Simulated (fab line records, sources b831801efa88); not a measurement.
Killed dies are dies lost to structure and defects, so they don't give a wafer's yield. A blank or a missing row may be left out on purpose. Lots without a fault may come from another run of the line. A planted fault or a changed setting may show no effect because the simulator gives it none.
Chamber matching | flow gf180mcu | GF_V1_CVD_00 on hdpcvd-01: 3 sister chambers
The step deposits SiO2, target thk 600 nm, time 100 s. 14 wafers are shown with their chamber, then 7 later ones without.

WAFERS WITH THEIR CHAMBER
wafer  | chamber | sih4_flow_sccm (sccm) | pressure_mtorr (mTorr)
L918.1 | 1       | 59.78                 | 6.001
L918.4 | 2       | 59.91                 | 6.003
L918.6 | 0       | 59.94                 | 6.000
L919.1 | 2       | 60.15                 | 6.007
L919.2 | 0       | 59.91                 | 5.977
L919.5 | 2       | 60.44                 | 5.987
L933.3 | 2       | 59.97                 | 6.009
L933.4 | 0       | 59.93                 | 6.024
L933.6 | 2       | 60.10                 | 5.998
L938.1 | 1       | 60.17                 | 5.992
L938.2 | 0       | 59.81                 | 6.010
L938.6 | 1       | 59.83                 | 6.006
L939.1 | 1       | 60.06                 | 6.004
L939.4 | 1       | 60.34                 | 6.011

SIGNATURES (means of the wafers above)
reading        | chamber 0 | chamber 1 | chamber 2 | scatter within a chamber
sih4_flow_sccm | 59.8975   | 60.0360   | 60.1140   | 0.191
pressure_mtorr | 6.00275   | 6.00280   | 6.00080   | 0.0124
Rule: a wafer's distance from a chamber is the root of the sum, over the readings, of the square of ((its reading less the chamber's mean) divided by the reading's scatter). The wafer belongs to the nearest chamber; if the next one is less than 2 further off, it can't be placed. The scatter: the root of (the sum of the squares of (reading less its chamber's mean) over the shown wafers, divided by (wafers less chambers)).

WAFERS WITHOUT THEIR CHAMBER
wafer  | sih4_flow_sccm (sccm) | pressure_mtorr (mTorr)
L939.6 | 59.85                 | 5.987
L940.1 | 59.66                 | 5.997
L940.2 | 60.29                 | 5.999
L940.6 | 60.00                 | 5.993
L941.4 | 60.23                 | 6.013
L941.5 | 59.88                 | 5.992
L941.6 | 59.84                 | 5.999

WHICH CHAMBER EACH WENT THROUGH
wafer  | from the rows above          | in truth
L939.6 | can't be placed: 0 or 1 or 2 | 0
L940.1 | can't be placed: 0 or 1 or 2 | 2
L940.2 | can't be placed: 2 or 1 or 0 | 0
L940.6 | can't be placed: 1 or 2 or 0 | 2
L941.4 | can't be placed: 2 or 1 or 0 | 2
L941.5 | can't be placed: 0 or 1 or 2 | 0
L941.6 | can't be placed: 0 or 1 or 2 | 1
Placed correctly: 0 of 7. Can't be placed from these rows: 7 (the true chamber is among the candidates in 7). Placed wrongly: 0.
